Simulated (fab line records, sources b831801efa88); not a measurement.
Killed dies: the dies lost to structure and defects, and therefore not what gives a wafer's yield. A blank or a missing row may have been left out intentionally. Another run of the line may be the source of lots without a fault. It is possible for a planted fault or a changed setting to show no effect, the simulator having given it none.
fab line records -- flow sky130
[record] lots = 12, wafers = 36, lastDay = 50
route steps=708 shown VT_ADJUST_PCH@150 SONOS_ONO@171 POLY_GATE@204 LDD_N@254
lots that met no fault: taken from a fault-free run of the same line
startH: hours from the record's first day to the start of the lot's first wafer shown -- waitH: hours from the lot's prior step to this one -- " the same as in the row above -- L1.1+2: one row covering several wafers at once -- - value missing, or start not given -- * or withheld: withheld -- < > ~ a bound
route shown NAME@n: names a module that has steps shown in the file, with the first one's number in the route -- usual: mean/standard deviation of fault-free wafers -- same: alike in all rows -- chamber/n: place in a boat -- sites: the reading at each site -- _std_site: the standard deviation of these -- _edge_site: inner sites' mean taken away from outer sites' mean -- radiusMm: for every site, how far away it sits from the centre of the wafer -- mask NAME#n: copy n -- behind: the last tool/chamber to shape the wafer -- hold: what put the lot on hold/how long, in hours/how the hold closed -- device: the transistor (n, p or np) that didn't switch -- end of line: the same wafers' tests at the end of the route -- a step given without rows: its recipe and nothing more -- killed: at the first sort, the dies lost to defects and structure; wafer yield is something else -- map: dies across one wafer; x = killed, . = not, _ = none there
set.NAME: the run value of the setting; set.NAME@STEP: its run value at that earlier step -- model.NAME: the simulator's own value behind a step, which no gauge read
steps of the route over a sample of lots; a table a step, a row a wafer
services: from which hour (startH, from the record's first day; less than 0 if before it) a tool's chamber was out of use, for how many hours, and why
[[steps]]
[step SKY_VT_ADJUST_PCH_OVL_MEAS_07]
[usual] VT_ADJUST_PCH_OVL = 0.1/1.3
lot.wafer,tool,chamber,startH,waitH,VT_ADJUST_PCH_OVL[nm]
L197.1,overlay-02,-,249.93,-,0.3
L197.4,overlay-02,-,249.93,-,-0.1
L197.5,overlay-02,-,249.93,-,-0.3
L198.1,overlay-02,-,255.08,-,-0.4
L198.2,overlay-02,-,255.08,-,0.8
L198.5,overlay-02,-,255.08,-,-0.3
L199.1,overlay-01,-,263.65,-,-0.4
L199.2,overlay-01,-,263.65,-,-1.0
L199.6,overlay-01,-,263.65,-,-0.7
L201.1,overlay-02,-,282.20,-,-0.2
L201.4,overlay-02,-,282.20,-,-0.3
L201.6,overlay-02,-,282.20,-,-0.3
L202.3,overlay-02,-,287.58,-,3.0
L202.5,overlay-02,-,287.58,-,3.3
L202.6,overlay-02,-,287.58,-,1.6
L204.2,overlay-01,-,302.46,-,-1.4
L204.4,overlay-01,-,302.46,-,-2.2
L204.6,overlay-01,-,302.46,-,-0.3
L212.2,overlay-01,-,365.43,-,-1.6
L212.5,overlay-01,-,365.43,-,0.4
L212.6,overlay-01,-,365.43,-,0.3
L213.1,overlay-02,-,372.05,-,-0.5
L213.2,overlay-02,-,372.05,-,0.0
L213.4,overlay-02,-,372.05,-,0.6
L214.2,overlay-01,-,379.24,-,0.1
L214.3,overlay-01,-,379.24,-,-1.3
L214.4,overlay-01,-,379.24,-,0.0
L215.3,overlay-02,-,391.66,-,-1.5
L215.4,overlay-02,-,391.66,-,-0.1
L215.5,overlay-02,-,391.66,-,-1.6
L216.3,overlay-01,-,400.94,-,1.2
L216.4,overlay-01,-,400.94,-,0.2
L216.5,overlay-01,-,400.94,-,1.9
L217.2,overlay-01,-,404.16,-,1.4
L217.3,overlay-01,-,404.16,-,1.1
L217.4,overlay-01,-,404.16,-,-0.2
[step SKY_SONOS_ONO_THK_MEAS_03]
[recipe] reads = Si3N4_of_SONOS_ONO_CVD_02
[usual] SONOS_ONO_CVD_02_THK = 10.49/0.13
lot.wafer,tool,chamber,startH,waitH,SONOS_ONO_CVD_02_THK[nm]
L197.1,filmMetro-01,-,277.56,0.0,10.32
L197.4,filmMetro-01,-,277.56,0.0,10.34
L197.5,filmMetro-01,-,277.56,0.0,10.15
L198.1,filmMetro-02,-,282.44,0.0,10.60
L198.2,filmMetro-02,-,282.44,0.0,10.80
L198.5,filmMetro-02,-,282.44,0.0,10.53
L199.1,filmMetro-02,-,293.25,0.0,10.61
L199.2,filmMetro-02,-,293.25,0.0,10.52
L199.6,filmMetro-02,-,293.25,0.0,10.61
L201.1,filmMetro-01,-,312.14,0.0,10.75
L201.4,filmMetro-01,-,312.14,0.0,10.75
L201.6,filmMetro-01,-,312.14,0.0,10.67
L202.3,filmMetro-03,-,318.16,0.0,10.29
L202.5,filmMetro-03,-,318.16,0.0,10.37
L202.6,filmMetro-03,-,318.16,0.0,10.45
L204.2,filmMetro-01,-,337.67,0.0,10.35
L204.4,filmMetro-01,-,337.67,0.0,10.49
L204.6,filmMetro-01,-,337.67,0.0,10.35
L212.2,filmMetro-02,-,401.78,0.0,10.51
L212.5,filmMetro-02,-,401.78,0.0,10.49
L212.6,filmMetro-02,-,401.78,0.0,10.53
L213.1,filmMetro-02,-,407.17,0.0,10.48
L213.2,filmMetro-02,-,407.17,0.0,10.63
L213.4,filmMetro-02,-,407.17,0.0,10.52
L214.2,filmMetro-03,-,437.44,0.0,10.42
L214.3,filmMetro-03,-,437.44,0.0,10.32
L214.4,filmMetro-03,-,437.44,0.0,10.43
L215.3,filmMetro-02,-,437.45,0.0,10.48
L215.4,filmMetro-02,-,437.45,0.0,10.52
L215.5,filmMetro-02,-,437.45,0.0,10.34
L216.3,filmMetro-01,-,437.45,0.0,10.38
L216.4,filmMetro-01,-,437.45,0.0,10.29
L216.5,filmMetro-01,-,437.45,0.0,10.45
L217.2,filmMetro-02,-,442.84,0.0,10.51
L217.3,filmMetro-02,-,442.84,0.0,10.51
L217.4,filmMetro-02,-,442.84,0.0,10.46
[step SKY_POLY_GATE_CVD_00]
[recipe] material = poly-Si, targetThkNm = 180, tempC = 620, timeS = 720, pressureMtorr = 200
[usual] zonePowerBottomPct = 13.2/0.38
lot.wafer,tool,chamber,startH,waitH,zonePowerBottomPct
L197.1,lpcvd-01,1,335.24,0.0,12.8
L197.4,lpcvd-01,1,335.24,0.0,12.7
L197.5,lpcvd-01,1,335.24,0.0,12.8
L198.1,lpcvd-01,1,340.87,0.0,12.5
L198.2,lpcvd-01,1,340.87,0.0,12.9
L198.5,lpcvd-01,1,340.87,0.0,12.8
L199.1,lpcvd-01,0,354.13,0.0,13.6
L199.2,lpcvd-01,0,354.13,0.0,13.4
L199.6,lpcvd-01,0,354.13,0.0,13.6
L201.1,lpcvd-01,1,370.92,0.0,13.0
L201.4,lpcvd-01,1,370.92,0.0,12.9
L201.6,lpcvd-01,1,370.92,0.0,12.8
L202.3,lpcvd-01,1,377.60,0.0,12.7
L202.5,lpcvd-01,1,377.60,0.0,12.9
L202.6,lpcvd-01,1,377.60,0.0,12.6
L204.2,lpcvd-01,1,399.45,0.0,13.0
L204.4,lpcvd-01,1,399.45,0.0,12.9
L204.6,lpcvd-01,1,399.45,0.0,13.0
L212.2,lpcvd-01,0,467.43,0.0,13.7
L212.5,lpcvd-01,0,467.43,0.0,13.6
L212.6,lpcvd-01,0,467.43,0.0,13.3
L213.1,lpcvd-01,1,473.97,0.0,12.8
L213.2,lpcvd-01,1,473.97,0.0,12.9
L213.4,lpcvd-01,1,473.97,0.0,12.9
L214.2,lpcvd-01,0,503.51,0.0,13.5
L214.3,lpcvd-01,0,503.51,0.0,13.5
L214.4,lpcvd-01,0,503.51,0.0,13.5
L216.3,lpcvd-01,0,504.71,0.8,13.5
L216.4,lpcvd-01,0,504.71,0.8,13.6
L216.5,lpcvd-01,0,504.71,0.8,13.5
L215.3,lpcvd-01,0,505.97,0.0,13.8
L215.4,lpcvd-01,0,505.97,0.0,13.4
L215.5,lpcvd-01,0,505.97,0.0,13.5
L217.2,lpcvd-01,0,512.38,0.0,13.4
L217.3,lpcvd-01,0,512.38,0.0,13.4
L217.4,lpcvd-01,0,512.38,0.0,13.8
[step SKY_POLY_GATE_THK_MEAS_01]
[recipe] reads = poly-Si_of_POLY_GATE_CVD_00
[usual] POLY_GATE_CVD_00_THK = 181.1/1.5
lot.wafer,tool,chamber,startH,waitH,POLY_GATE_CVD_00_THK[nm]
L197.1,filmMetro-03,-,337.04,0.0,182.7
L197.4,filmMetro-03,-,337.04,0.0,182.1
L197.5,filmMetro-03,-,337.04,0.0,181.1
L198.1,filmMetro-03,-,342.67,0.0,182.2
L198.2,filmMetro-03,-,342.67,0.0,183.5
L198.5,filmMetro-03,-,342.67,0.0,182.1
L199.1,filmMetro-04,-,355.33,0.0,181.5
L199.2,filmMetro-04,-,355.33,0.0,181.2
L199.6,filmMetro-04,-,355.33,0.0,181.7
L201.1,filmMetro-02,-,372.12,0.0,180.3
L201.4,filmMetro-02,-,372.12,0.0,179.5
L201.6,filmMetro-02,-,372.12,0.0,180.3
L202.3,filmMetro-02,-,378.82,0.0,181.5
L202.5,filmMetro-02,-,378.82,0.0,182.2
L202.6,filmMetro-02,-,378.82,0.0,182.1
L204.2,filmMetro-03,-,400.66,0.0,167.4
L204.4,filmMetro-03,-,400.66,0.0,166.0
L204.6,filmMetro-03,-,400.66,0.0,165.5
L212.2,filmMetro-03,-,468.64,0.0,181.1
L212.5,filmMetro-03,-,468.64,0.0,180.1
L212.6,filmMetro-03,-,468.64,0.0,180.1
L213.1,filmMetro-03,-,475.17,0.0,182.6
L213.2,filmMetro-03,-,475.17,0.0,182.5
L213.4,filmMetro-03,-,475.17,0.0,182.0
L214.2,filmMetro-02,-,504.72,0.0,179.2
L214.3,filmMetro-02,-,504.72,0.0,179.4
L214.4,filmMetro-02,-,504.72,0.0,178.2
L216.3,filmMetro-03,-,505.93,0.0,182.3
L216.4,filmMetro-03,-,505.93,0.0,183.5
L216.5,filmMetro-03,-,505.93,0.0,183.1
L215.3,filmMetro-02,-,507.19,0.0,182.6
L215.4,filmMetro-02,-,507.19,0.0,180.2
L215.5,filmMetro-02,-,507.19,0.0,181.9
L217.2,filmMetro-03,-,513.59,0.0,183.7
L217.3,filmMetro-03,-,513.59,0.0,183.1
L217.4,filmMetro-03,-,513.59,0.0,182.5
[step SKY_POLY_GATE_ETCH_17]
[recipe] targetDepthNm = 180, stopOn = SiO2, overEtchFrac = 0.56667, chemistry = HBr/Cl2, target = poly-Si, icpW = 400, biasW = 100, pressureMtorr = 10, HBr_flow_sccm = 150, Cl2_flow_sccm = 50, timeS = 70.5
[usual] drypumpMotorCurrentA = 5.9/0.45, oesProductAu = 0.990/0.0077, throttleValvePct = 33.685/0.0091
[same] timeS = 70.5
lot.wafer,tool,chamber,startH,waitH,drypumpMotorCurrentA,oesProductAu,rfHoursCounterH,throttleValvePct
L197.1,rieSi-02,0,394.55,0.0,5.2,0.975,18,33.685
L197.4,rieSi-02,2,394.55,0.0,5.9,0.998,1,33.681
L197.5,rieSi-02,2,394.55,0.0,5.8,0.992,-,33.670
L198.1,rieSi-02,3,401.41,0.0,6.3,1.002,39,33.670
L198.2,rieSi-02,1,401.41,0.0,5.2,1.007,49,33.688
L198.5,rieSi-02,0,401.41,0.0,5.2,0.989,-,33.683
L199.1,rieSi-02,3,429.61,0.0,6.3,1.000,39,33.685
L199.2,rieSi-02,0,429.61,0.0,5.2,0.985,18,33.681
L199.6,rieSi-02,1,429.61,0.0,5.2,0.992,-,33.694
L201.1,rieSi-01,0,434.85,0.0,6.4,0.984,57,33.691
L201.4,rieSi-01,1,434.85,0.0,6.0,0.987,19,33.697
L201.6,rieSi-01,0,434.85,0.0,6.4,0.978,-,33.669
L202.3,rieSi-01,3,440.86,0.0,6.2,0.980,50,33.670
L202.5,rieSi-01,3,440.86,0.0,6.2,0.979,-,33.690
L202.6,rieSi-01,0,440.86,0.0,6.4,0.990,-,33.678
L204.2,rieSi-01,1,474.70,0.0,5.9,0.948,19,33.695
L204.4,rieSi-01,0,474.70,0.0,6.4,0.939,58,33.681
L204.6,rieSi-01,0,474.70,0.0,6.4,0.939,-,33.699
L212.2,rieSi-02,0,533.25,0.0,5.2,0.977,19,33.684
L212.5,rieSi-02,3,533.25,0.0,6.3,0.986,-,33.677
L212.6,rieSi-02,2,533.25,0.0,5.8,0.999,-,33.683
L213.1,rieSi-02,0,537.35,0.0,5.2,1.001,19,33.678
L213.2,rieSi-02,3,537.35,0.0,6.3,0.998,39,33.691
L213.4,rieSi-02,3,537.35,0.0,6.3,0.996,-,33.691
L214.2,rieSi-01,2,566.99,0.0,6.2,0.993,4,33.708
L214.3,rieSi-01,0,566.99,0.0,6.4,0.980,0,33.690
L214.4,rieSi-01,2,566.99,0.0,6.3,0.989,-,33.669
L216.3,rieSi-02,0,567.91,0.0,5.2,0.990,19,33.685
L216.4,rieSi-02,0,567.91,0.0,5.2,0.993,-,33.683
L216.5,rieSi-02,1,567.91,0.0,5.2,0.994,-,33.683
L215.3,rieSi-01,2,570.01,0.0,6.3,0.991,4,33.680
L215.4,rieSi-01,0,570.01,0.0,6.4,0.989,0,33.677
L215.5,rieSi-01,2,570.01,0.0,6.2,0.989,-,33.692
L217.2,rieSi-02,0,577.64,0.0,5.2,0.991,19,33.697
L217.3,rieSi-02,1,577.64,0.0,5.2,1.004,0,33.698
L217.4,rieSi-02,0,577.64,0.0,5.2,0.987,-,33.692
[step SKY_LDD_N_TW_MEAS_17]
[usual] LDD_N_TW = 2595/21
lot.wafer,tool,chamber,startH,waitH,LDD_N_TW
L197.1,filmMetro-03,-,427.46,0.1,2589
L197.4,filmMetro-03,-,427.46,0.1,2605
L197.5,filmMetro-03,-,427.46,0.1,2618
L198.1,filmMetro-03,-,434.11,0.1,2573
L198.2,filmMetro-03,-,434.11,0.1,2586
L198.5,filmMetro-03,-,434.11,0.1,2578
L199.1,filmMetro-03,-,463.10,0.1,2587
L199.2,filmMetro-03,-,463.10,0.1,2610
L199.6,filmMetro-03,-,463.10,0.1,2606
L201.1,filmMetro-02,-,468.31,0.1,2591
L201.4,filmMetro-02,-,468.31,0.1,2577
L201.6,filmMetro-02,-,468.31,0.1,2584
L202.3,filmMetro-01,-,475.37,0.1,2607
L202.5,filmMetro-01,-,475.37,0.1,2644
L202.6,filmMetro-01,-,475.37,0.1,2618
L204.2,filmMetro-01,-,507.96,0.1,2609
L204.4,filmMetro-01,-,507.96,0.1,2616
L204.6,filmMetro-01,-,507.96,0.1,2614
L212.2,filmMetro-01,-,566.66,0.1,2609
L212.5,filmMetro-01,-,566.66,0.1,2617
L212.6,filmMetro-01,-,566.66,0.1,2620
L213.1,filmMetro-01,-,569.47,0.1,2620
L213.2,filmMetro-01,-,569.47,0.1,2624
L213.4,filmMetro-01,-,569.47,0.1,2617
L214.2,filmMetro-03,-,598.84,0.1,2581
L214.3,filmMetro-03,-,598.84,0.1,2577
L214.4,filmMetro-03,-,598.84,0.1,2601
L216.3,filmMetro-02,-,600.73,0.1,2567
L216.4,filmMetro-02,-,600.73,0.1,2575
L216.5,filmMetro-02,-,600.73,0.1,2565
L215.3,filmMetro-02,-,602.47,0.1,2564
L215.4,filmMetro-02,-,602.47,0.1,2582
L215.5,filmMetro-02,-,602.47,0.1,2566
L217.2,filmMetro-02,-,609.46,0.1,2575
L217.3,filmMetro-02,-,609.46,0.1,2568
L217.4,filmMetro-02,-,609.46,0.1,2575
[[services]]
tool,chamber,startH,hours,kind
rieSi-01,2,457.54,4.0,repair
rieSi-01,0,490.13,-,clean
rieSi-01,0,490.13,20.2,scheduledDown
rieSi-01,0,490.13,20.2,ventCycle
lpcvd-01,-,499.63,0.9,repair
rieSi-02,1,518.49,22.5,repair
rieSi-01,-,518.70,0.6,repair
rieSi-01,3,520.59,-,clean
rieSi-01,3,520.59,24.6,scheduledDown
rieSi-01,3,520.59,24.6,ventCycle
rieSi-02,1,540.96,-,clean
rieSi-02,1,540.96,24.2,scheduledDown
rieSi-02,1,540.96,24.2,ventCycle
rieSi-02,-,548.40,2.8,pm
rieSi-01,1,564.57,4.2,repair
rieSi-02,3,567.31,-,clean
rieSi-02,3,567.31,19.4,scheduledDown
rieSi-02,3,567.31,19.4,ventCycle
[[key]]
[firstSign] step = SKY_POLY_GATE_THK_MEAS_01, reading = POLY_GATE_CVD_00_THK, direction = down, sigmas = 9.8, usual = 181.1, struck = 166.3
[effect] step = SKY_POLY_GATE_ETCH_17, reading = oesProductAu, direction = down, sigmas = 6.3, usual = 0.990, struck = 0.942
metAt SKY_POLY_GATE_CVD_00
struckLots L204
struckWafers L204.2,L204.4,L204.6
testerLeftOut L204
notActingAt SKY_VT_ADJUST_PCH_OVL_MEAS_07,SKY_SONOS_ONO_THK_MEAS_03,SKY_LDD_N_TW_MEAS_17
onsetBetween 377.60 399.45
[fault] kind = processParameterDrift, tool = lpcvd-01, chamber = 1, onsetH = 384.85, steps = SKY_POLY_GATE_CVD_00, channel = targetThkNm, offset = -14.71, shape = step, endH = 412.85, stated = 180
// testerLeftOut: of these lots the tester's yield and bins aren't shown, on N5 and GAA mostly nor the transistor test; their killed dies are dies lost to structure and defects alone, not to doping, threshold or leakage, so they don't give the yield
